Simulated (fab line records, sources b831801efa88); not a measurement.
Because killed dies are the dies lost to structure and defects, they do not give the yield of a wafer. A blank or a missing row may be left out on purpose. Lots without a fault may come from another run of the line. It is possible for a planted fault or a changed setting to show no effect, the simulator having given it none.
fab line records	flow sky130
record lots=12	wafers=36	lastDay=51
route steps=708 shown SPACER@305 LOCAL_INTERCONNECT@387 CONTACT@421 PAD_OPEN@708
lots that met no fault: taken from a fault-free run of the same line
startH: start of the lot's first displayed wafer, in hours after the record's first day	waitH: how many hours have passed since the lot's step before this one	" the same as in the row above	L1.1+2: one row covering several wafers at once	- value missing, or start not given	* or withheld: withheld	< > ~ a bound
route shown NAME@n: a module of which the file shows steps, and the number in the route of the first	usual: average and standard deviation across the fault-free wafers	same: alike in all rows	chamber/n: place in a boat	sites: per-site readings	_std_site: the values' standard deviation	_edge_site: inner sites' mean taken away from outer sites' mean	radiusMm: for every site, how far away it sits from the centre of the wafer	mask NAME#n: copy n	behind: the most recent tool/chamber to have shaped the wafer	hold: cause of the lot's hold/its duration in hours/its outcome	device: transistor that didn't switch, given as n, p or np	end of line: tests run on the same wafers once the route is complete	step lacking rows: just its recipe	killed: not the wafer's yield, but the dies lost to structure and defects at the first sort	map: a wafer's dies, marking killed ones x, the rest . and places with no die _
set.NAME: the setting the step ran with; set.NAME@STEP: the setting that earlier step ran with	model.NAME: the simulator's own value behind a step, which no gauge read
steps of the route over a sample of lots; a table a step, a row a wafer
services: when a tool's chamber went out of use (startH, in hours from the record's first day, below 0 if earlier), for how many hours, and the reason
## steps
# step SKY_SPACER_THK_MEAS_01
# recipe reads=Si3N4_of_SPACER_CVD_00
# usual SPACER_CVD_00_THK=42.7/0.39
lot.wafer	tool	chamber	startH	waitH	SPACER_CVD_00_THK[nm]
L681.1	filmMetro-03	-	514.04	0.0	43.1
L681.3	"	-	"	"	43.0
L681.4	"	-	"	"	43.0
L683.3	filmMetro-02	-	524.96	0.0	43.1
L683.4	"	-	"	"	43.2
L683.6	"	-	"	"	43.2
L682.1	filmMetro-02	-	526.15	0.0	42.1
L682.2	"	-	"	"	41.9
L682.5	"	-	"	"	42.2
L684.1	filmMetro-03	-	546.77	0.0	42.8
L684.2	"	-	"	"	43.0
L684.6	"	-	"	"	42.4
L690.2	filmMetro-02	-	599.80	0.0	42.8
L690.4	"	-	"	"	42.9
L690.6	"	-	"	"	42.7
L691.2	filmMetro-02	-	606.53	0.0	42.7
L691.4	"	-	"	"	43.0
L691.6	"	-	"	"	42.9
L697.1	filmMetro-02	-	680.12	0.0	42.5
L697.3	"	-	"	"	42.6
L697.5	"	-	"	"	42.7
L698.2	filmMetro-04	-	681.68	0.0	43.0
L698.3	"	-	"	"	43.4
L698.4	"	-	"	"	43.5
L699.3	filmMetro-03	-	692.77	0.0	42.2
L699.5	"	-	"	"	42.5
L699.6	"	-	"	"	42.7
L700.3	filmMetro-04	-	698.76	0.0	43.0
L700.4	"	-	"	"	43.0
L700.5	"	-	"	"	42.8
L703.1	filmMetro-04	-	714.29	0.0	43.0
L703.3	"	-	"	"	42.8
L703.5	"	-	"	"	42.8
L704.1	filmMetro-04	-	757.64	0.0	43.0
L704.2	"	-	"	"	43.2
L704.4	"	-	"	"	43.0
# step SKY_LOCAL_INTERCONNECT_SPUTTER_00
# recipe material=TiN	targetThkNm=100	tempC=300	powerW=6500	timeS=83.3	chamberPressurePa=0.4
# usual cathodeDcPowerW=6500.1/1.3	chamberPressurePa=0.3999/0.00092	throttleValvePct=30.0/1
lot.wafer	tool	chamber	startH	waitH	cathodeDcPowerW	chamberPressurePa	throttleValvePct
L681.1	pvdSputter-01	-	662.83	0.1	6498.4	0.3998	31.9
L681.3	"	-	"	"	6499.3	0.3985	31.3
L681.4	"	-	"	"	6501.8	0.3983	30.6
L683.3	pvdSputter-01	-	673.62	0.1	6501.0	0.3994	31.4
L683.4	"	-	"	"	6499.5	0.3987	31.3
L683.6	"	-	"	"	6500.5	0.3996	31.7
L682.1	pvdSputter-02	-	675.71	0.2	6498.4	0.4006	30.6
L682.2	"	-	"	"	6500.3	0.3986	30.4
L682.5	"	-	"	"	6499.6	0.4003	28.9
L684.1	pvdSputter-02	-	694.14	0.1	6500.5	0.4002	29.9
L684.2	"	-	"	"	6500.9	0.3988	29.0
L684.6	"	-	"	"	6498.9	0.3999	29.7
L690.2	pvdSputter-03	-	745.77	0.1	6499.6	0.4003	29.5
L690.4	"	-	"	"	6498.0	0.3993	31.1
L690.6	"	-	"	"	6499.3	0.3985	31.3
L691.2	pvdSputter-01	-	750.94	0.1	6500.0	0.4018	27.8
L691.4	"	-	"	"	6498.7	0.3999	32.0
L691.6	"	-	"	"	6500.7	0.3991	30.7
L697.1	pvdSputter-01	-	819.70	0.2	-	-	-
L697.3	"	-	"	"	-	-	-
L697.5	"	-	"	"	-	-	-
L698.2	pvdSputter-01	-	823.12	0.1	-	-	-
L698.3	"	-	"	"	-	-	-
L698.4	"	-	"	"	-	-	-
L699.3	pvdSputter-02	-	832.24	0.1	-	-	-
L699.5	"	-	"	"	-	-	-
L699.6	"	-	"	"	-	-	-
L700.3	pvdSputter-03	-	837.07	0.2	6501.8	0.4009	31.0
L700.4	"	-	"	"	6500.4	0.3999	29.4
L700.5	"	-	"	"	6499.1	0.4008	29.2
L703.1	pvdSputter-03	-	851.90	0.2	6500.2	0.4007	29.1
L703.3	"	-	"	"	6497.3	0.3991	31.1
L703.5	"	-	"	"	6499.7	0.3991	28.9
L704.1	pvdSputter-02	-	892.46	0.1	6501.8	0.4005	30.5
L704.2	"	-	"	"	6502.2	0.4028	29.9
L704.4	"	-	"	"	6500.3	0.4004	30.3
# step SKY_LOCAL_INTERCONNECT_RS_MEAS_01
# recipe thkMeasGauge=four-point-probe	reads=TiN_of_LOCAL_INTERCONNECT_SPUTTER_00
# usual LOCAL_INTERCONNECT_TIN_RS=14.16/0.14
lot.wafer	tool	chamber	startH	waitH	LOCAL_INTERCONNECT_TIN_RS[ohm/sq]
L681.1	filmMetro-04	-	662.89	0.0	14.20
L681.3	"	-	"	"	14.24
L681.4	"	-	"	"	14.53
L683.3	filmMetro-01	-	673.72	0.1	13.98
L683.4	"	-	"	"	14.06
L683.6	"	-	"	"	13.98
L682.1	filmMetro-01	-	675.77	0.0	14.22
L682.2	"	-	"	"	14.13
L682.5	"	-	"	"	14.16
L684.1	filmMetro-04	-	694.20	0.0	14.31
L684.2	"	-	"	"	14.34
L684.6	"	-	"	"	14.16
L690.2	filmMetro-04	-	745.85	0.1	14.04
L690.4	"	-	"	"	14.08
L690.6	"	-	"	"	14.06
L691.2	filmMetro-02	-	751.02	0.1	14.21
L691.4	"	-	"	"	13.98
L691.6	"	-	"	"	14.32
L697.1	filmMetro-04	-	819.77	0.0	-
L697.3	"	-	"	"	-
L697.5	"	-	"	"	-
L698.2	filmMetro-02	-	823.21	0.1	-
L698.3	"	-	"	"	-
L698.4	"	-	"	"	-
L699.3	filmMetro-01	-	832.34	0.1	-
L699.5	"	-	"	"	-
L699.6	"	-	"	"	-
L700.3	filmMetro-04	-	837.17	0.1	14.15
L700.4	"	-	"	"	13.93
L700.5	"	-	"	"	14.08
L703.1	filmMetro-02	-	851.97	0.0	14.01
L703.3	"	-	"	"	14.00
L703.5	"	-	"	"	13.86
L704.1	filmMetro-01	-	892.52	0.0	14.33
L704.2	"	-	"	"	14.10
L704.4	"	-	"	"	14.13
# step SKY_LOCAL_INTERCONNECT_THK_MEAS_02
# recipe thkMeasGauge=xrf	reads=TiN_of_LOCAL_INTERCONNECT_SPUTTER_00
# usual LOCAL_INTERCONNECT_TIN_THK=98.5/1.1
lot.wafer	tool	chamber	startH	waitH	LOCAL_INTERCONNECT_TIN_THK[nm]
L681.1	filmMetro-04	-	663.01	0.1	98.8
L681.3	"	-	"	"	98.2
L681.4	"	-	"	"	96.2
L683.3	filmMetro-01	-	673.82	0.1	99.7
L683.4	"	-	"	"	99.9
L683.6	"	-	"	"	100.0
L682.1	filmMetro-01	-	675.89	0.1	98.4
L682.2	"	-	"	"	98.9
L682.5	"	-	"	"	98.6
L684.1	filmMetro-04	-	694.32	0.1	97.7
L684.2	"	-	"	"	97.3
L684.6	"	-	"	"	98.9
L690.2	filmMetro-04	-	745.96	0.1	99.1
L690.4	"	-	"	"	99.0
L690.6	"	-	"	"	99.4
L691.2	filmMetro-02	-	751.13	0.1	97.0
L691.4	"	-	"	"	98.8
L691.6	"	-	"	"	96.7
L697.1	filmMetro-04	-	819.89	0.1	<0.0
L697.3	"	-	"	"	<0.0
L697.5	"	-	"	"	<0.0
L698.2	filmMetro-02	-	823.32	0.1	<0.0
L698.3	"	-	"	"	<0.0
L698.4	"	-	"	"	<0.0
L699.3	filmMetro-01	-	832.44	0.1	<0.0
L699.5	"	-	"	"	<0.0
L699.6	"	-	"	"	<0.0
L700.3	filmMetro-04	-	837.27	0.1	99.3
L700.4	"	-	"	"	100.3
L700.5	"	-	"	"	99.8
L703.1	filmMetro-02	-	852.09	0.1	99.5
L703.3	"	-	"	"	99.6
L703.5	"	-	"	"	100.7
L704.1	filmMetro-01	-	892.64	0.1	97.2
L704.2	"	-	"	"	98.5
L704.4	"	-	"	"	98.7
# step SKY_LOCAL_INTERCONNECT_CD_MEAS_11
# recipe targetCdNm=170
# usual cdNm=170.1/1.7
lot.wafer	tool	chamber	startH	waitH	cdNm
L681.1	cdSem-01	-	690.04	-	169.2
L681.3	"	-	"	"	171.4
L681.4	"	-	"	"	171.9
L683.3	cdSem-01	-	701.50	-	171.2
L683.4	"	-	"	"	170.2
L683.6	"	-	"	"	171.1
L682.1	cdSem-02	-	704.29	-	172.2
L682.2	"	-	"	"	172.4
L682.5	"	-	"	"	172.1
L684.1	cdSem-02	-	722.64	-	173.0
L684.2	"	-	"	"	171.5
L684.6	"	-	"	"	172.5
L690.2	cdSem-01	-	771.89	-	170.7
L690.4	"	-	"	"	168.8
L690.6	"	-	"	"	170.2
L691.2	cdSem-02	-	777.66	-	170.9
L691.4	"	-	"	"	171.2
L691.6	"	-	"	"	172.1
L697.1	cdSem-02	-	845.22	-	170.4
L697.3	"	-	"	"	169.1
L697.5	"	-	"	"	168.5
L698.2	cdSem-01	-	850.09	-	170.7
L698.3	"	-	"	"	170.3
L698.4	"	-	"	"	170.0
L699.3	cdSem-02	-	858.01	-	173.1
L699.5	"	-	"	"	171.3
L699.6	"	-	"	"	171.1
L700.3	cdSem-02	-	862.91	-	169.6
L700.4	"	-	"	"	169.3
L700.5	"	-	"	"	170.1
L703.1	cdSem-01	-	878.59	-	169.5
L703.3	"	-	"	"	167.7
L703.5	"	-	"	"	167.2
L704.1	cdSem-01	-	918.27	-	168.6
L704.2	"	-	"	"	167.7
L704.4	"	-	"	"	168.3
# step SKY_CONTACT_OVL_MEAS_15
# usual CONTACT_OVL=-1/6
lot.wafer	tool	chamber	startH	waitH	CONTACT_OVL[nm]
L681.1	overlay-02	-	719.97	0.1	-8
L681.3	"	-	"	"	-4
L681.4	"	-	"	"	-5
L683.3	overlay-02	-	731.43	0.1	-4
L683.4	"	-	"	"	-2
L683.6	"	-	"	"	8
L682.1	overlay-02	-	734.24	0.1	0
L682.2	"	-	"	"	5
L682.5	"	-	"	"	-2
L684.1	overlay-02	-	751.51	0.1	3
L684.2	"	-	"	"	-4
L684.6	"	-	"	"	0
L690.2	overlay-01	-	799.69	0.1	2
L690.4	"	-	"	"	-1
L690.6	"	-	"	"	-3
L691.2	overlay-01	-	806.92	0.1	-1
L691.4	"	-	"	"	0
L691.6	"	-	"	"	-3
L700.3	overlay-02	-	890.58	0.1	-3
L700.4	"	-	"	"	-1
L700.5	"	-	"	"	2
L703.1	overlay-01	-	905.77	0.1	-8
L703.3	"	-	"	"	-7
L703.5	"	-	"	"	-7
L704.1	overlay-01	-	943.46	0.1	-4
L704.2	"	-	"	"	3
L704.4	"	-	"	"	15
# step SKY_PAD_OPEN_PROBE_99
# usual killed_at_M0_to_M3=44/7.2	killed_at_M4_up=3.1/1.7	killedAtContacts=24/5.2	killedAtFrontEnd=15/4.1	killedAtOther=0.3/0.61	killedDies=87/10	killedOnRim=17/3.8	killedOpen=48/7.5	killedShort=39/6.6
# same grossDies=492	killedAtBackSide=0
lot.wafer	tool	chamber	startH	waitH	killed_at_M0_to_M3	killed_at_M4_up	killedAtContacts	killedAtFrontEnd	killedAtOther	killedDies	killedOnRim	killedOpen	killedShort
L690.2	prober-02	-	1125.61	0.1	47	4	29	20	1	101	19	55	45
L690.4	prober-02	-	1125.71	0.2	38	5	15	17	1	76	18	36	39
L690.6	prober-02	-	1125.81	0.2	30	1	22	14	0	67	13	34	33
L691.2	prober-01	-	1129.28	0.1	49	5	24	19	0	97	20	53	44
L691.4	prober-01	-	1129.38	0.2	34	1	23	15	0	73	14	43	30
L691.6	prober-01	-	1129.48	0.2	34	3	21	20	1	79	19	41	37
L697.1	prober-01	-	1172.97	0.1	9	1	480	2	0	492	96	6	8
L697.3	prober-01	-	1173.07	0.2	7	0	482	3	0	492	96	8	5
L697.5	prober-01	-	1173.17	0.2	8	0	480	3	1	492	96	9	4
L698.2	prober-02	-	1179.17	0.1	10	1	479	2	0	492	96	11	6
L698.3	prober-02	-	1179.22	0.2	14	0	477	1	0	492	96	4	14
L698.4	prober-02	-	1179.27	0.2	6	3	479	2	2	492	96	7	7
L699.3	prober-01	-	1182.80	0.2	15	0	474	2	1	492	96	12	7
L699.5	prober-01	-	1182.90	0.2	8	2	480	2	0	492	96	10	6
L699.6	prober-01	-	1182.95	0.2	5	2	483	2	0	492	96	11	4
# killed by level:class
L690.2 CONTACT:geometricParticle:open=12 LI_CONTACT:geometricParticle:open=8 VIA3:geometricParticle:open=8 VIA2:geometricParticle:open=8 POLY_GATE:geometricParticle:short=7 METAL1:geometricParticle:short=7 VIA1:geometricParticle:open=7 METAL2:geometricParticle:short=6
L690.4 CONTACT:geometricParticle:open=10 METAL1:geometricParticle:short=8 METAL2:geometricParticle:short=6 VIA2:geometricParticle:open=6 FIELD_ISO:geometricParticle:short=5 VIA1:geometricParticle:open=5 SPACER:geometricParticle:short=4 VIA1:geometricParticle:short=4
L690.6 CONTACT:geometricParticle:short=8 METAL2:geometricParticle:short=6 POLY_GATE:geometricParticle:open=5 CONTACT:geometricParticle:open=5 VIA2:geometricParticle:open=5 LI_CONTACT:geometricParticle:open=4 LOCAL_INTERCONNECT:geometricParticle:short=4 METAL1:geometricParticle:short=3
L691.2 VIA1:geometricParticle:open=11 VIA2:geometricParticle:open=11 LI_CONTACT:geometricParticle:open=10 POLY_GATE:geometricParticle:short=7 VIA3:geometricParticle:short=7 FIELD_ISO:geometricParticle:open=6 CONTACT:geometricParticle:open=5 METAL4:geometricParticle:short=4
L691.4 CONTACT:geometricParticle:open=10 LI_CONTACT:geometricParticle:open=8 VIA1:geometricParticle:open=8 VIA3:geometricParticle:short=6 VIA3:geometricParticle:open=6 FIELD_ISO:geometricParticle:open=4 VIA1:geometricParticle:short=4 METAL1:geometricParticle:short=4
L691.6 LI_CONTACT:geometricParticle:open=8 CONTACT:geometricParticle:open=8 VIA1:geometricParticle:open=8 FIELD_ISO:geometricParticle:short=7 POLY_GATE:geometricParticle:short=7 VIA3:geometricParticle:open=7 METAL2:geometricParticle:short=4 VIA2:geometricParticle:short=3
L697.1 LOCAL_INTERCONNECT:lostPattern=475 CONTACT:geometricParticle:short=3 VIA1:geometricParticle:short=2 VIA1:geometricParticle:open=2 POLY_GATE:geometricParticle:short=1 SPACER:geometricParticle:short=1 CONTACT:geometricParticle:open=1 VIA2:geometricParticle:short=1
L697.3 LOCAL_INTERCONNECT:lostPattern=478 CONTACT:geometricParticle:open=3 METAL1:geometricParticle:short=2 POLY_GATE:geometricParticle:short=1 POLY_GATE:geometricParticle:open=1 SPACER:geometricParticle:open=1 METAL2:geometricParticle:short=1 LOCAL_INTERCONNECT:geometricParticle:short=1
L697.5 LOCAL_INTERCONNECT:lostPattern=478 VIA1:geometricParticle:open=4 FIELD_ISO:geometricParticle:open=1 POLY_GATE:geometricParticle:short=1 POLY_GATE:geometricParticle:open=1 LI_CONTACT:geometricParticle:open=1 CONTACT:geometricParticle:open=1 METAL1:geometricParticle:short=1
L698.2 LOCAL_INTERCONNECT:lostPattern=474 VIA2:geometricParticle:open=3 VIA3:geometricParticle:open=3 LI_CONTACT:geometricParticle:open=2 METAL2:geometricParticle:short=2 FIELD_ISO:geometricParticle:short=1 POLY_CUT:geometricParticle:open=1 LI_CONTACT:geometricParticle:short=1
L698.3 LOCAL_INTERCONNECT:lostPattern=470 METAL1:geometricParticle:short=6 LI_CONTACT:geometricParticle:short=2 METAL2:geometricParticle:short=2 METAL2:areaExpose=2 POLY_GATE:geometricParticle:short=1 LOCAL_INTERCONNECT:geometricParticle:short=1 LOCAL_INTERCONNECT:geometricParticle:open=1
L698.4 LOCAL_INTERCONNECT:lostPattern=473 CONTACT:geometricParticle:open=3 VIA2:geometricParticle:open=2 METAL2:geometricParticle:short=2 VIA4:areaExpose=2 CAPM:areaExpose=2 FIELD_ISO:geometricParticle:short=1 POLY_GATE:geometricParticle:short=1
L699.3 LOCAL_INTERCONNECT:lostPattern=470 VIA1:geometricParticle:open=5 VIA3:geometricParticle:open=4 METAL2:geometricParticle:short=2 POLY_GATE:geometricParticle:short=1 LI_CONTACT:geometricParticle:open=1 LOCAL_INTERCONNECT:geometricParticle:open=1 LOCAL_INTERCONNECT:geometricParticle:short=1
L699.5 LOCAL_INTERCONNECT:lostPattern=473 VIA1:geometricParticle:open=4 LI_CONTACT:geometricParticle:open=2 METAL4:geometricParticle:short=2 VIA3:geometricParticle:open=2 LOCAL_INTERCONNECT:areaEtch=2 POLY_GATE:geometricParticle:open=1 POLY_GATE:geometricParticle:short=1
L699.6 LOCAL_INTERCONNECT:lostPattern=476 LI_CONTACT:geometricParticle:open=2 CONTACT:geometricParticle:open=2 VIA2:geometricParticle:open=2 FIELD_ISO:geometricParticle:short=1 METAL4:geometricParticle:short=1 POLY_GATE:geometricParticle:open=1 LI_CONTACT:geometricParticle:short=1
## services
tool	chamber	startH	hours	kind
pvdSputter-02	-	645.35	1.0	repair
pvdSputter-02	-	667.23	0.5	repair
pvdSputter-03	-	676.23	6.9	repair
pvdSputter-01	-	684.33	0.6	repair
pvdSputter-02	-	686.23	5.5	repair
pvdSputter-01	-	700.71	31.7	repair
pvdSputter-02	-	715.78	7.2	repair
pvdSputter-02	0	765.18	-	consumableReplace:kit
pvdSputter-02	0	765.18	18.0	scheduledDown
pvdSputter-02	0	765.18	18.0	ventCycle
pvdSputter-03	-	814.19	1.0	repair
pvdSputter-03	3	832.59	-	consumableReplace:kit
pvdSputter-03	3	832.59	18.0	scheduledDown
pvdSputter-03	3	832.59	18.0	ventCycle
pvdSputter-01	0	850.40	-	consumableReplace:kit
pvdSputter-01	0	850.40	18.0	scheduledDown
pvdSputter-01	0	850.40	18.0	ventCycle
pvdSputter-03	-	892.44	0.6	repair
## key
firstSign step=SKY_LOCAL_INTERCONNECT_SPUTTER_00	reading=toolRecord	direction=missing
effect step=SKY_LOCAL_INTERCONNECT_RS_MEAS_01	reading=LOCAL_INTERCONNECT_TIN_RS	direction=missing
effect step=SKY_LOCAL_INTERCONNECT_THK_MEAS_02	reading=LOCAL_INTERCONNECT_TIN_THK	direction=down	sigmas=91	usual=98.5	struck=<0.0
effect step=SKY_PAD_OPEN_PROBE_99	reading=killedAtContacts	direction=up	sigmas=88	usual=24	struck=479
metAt SKY_LOCAL_INTERCONNECT_SPUTTER_00
struckLots L697,L698,L699
laterRowsLeftOut L697.1,L697.3,L697.5,L698.2,L698.3,L698.4,L699.3,L699.5,L699.6
testerLeftOut L697,L698,L699
notActingAt SKY_SPACER_THK_MEAS_01,SKY_LOCAL_INTERCONNECT_CD_MEAS_11,SKY_CONTACT_OVL_MEAS_15
onsetBetween 750.94 819.70
fault kind=skippedStepWhole	tool=pvdSputter-01,pvdSputter-02	chamber=-	onsetH=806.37	steps=SKY_LOCAL_INTERCONNECT_SPUTTER_00	scope=struckLotsOnly
# testerLeftOut: of these lots the tester's yield and bins aren't shown, on N5 and GAA mostly nor the transistor test; their killed dies are dies lost to structure and defects alone, not to doping, threshold or leakage, so they don't give the yield
# laterRowsLeftOut: the simulator's readings of these wafers behind a module that went badly wrong aren't trusted and aren't shown, but for the sort
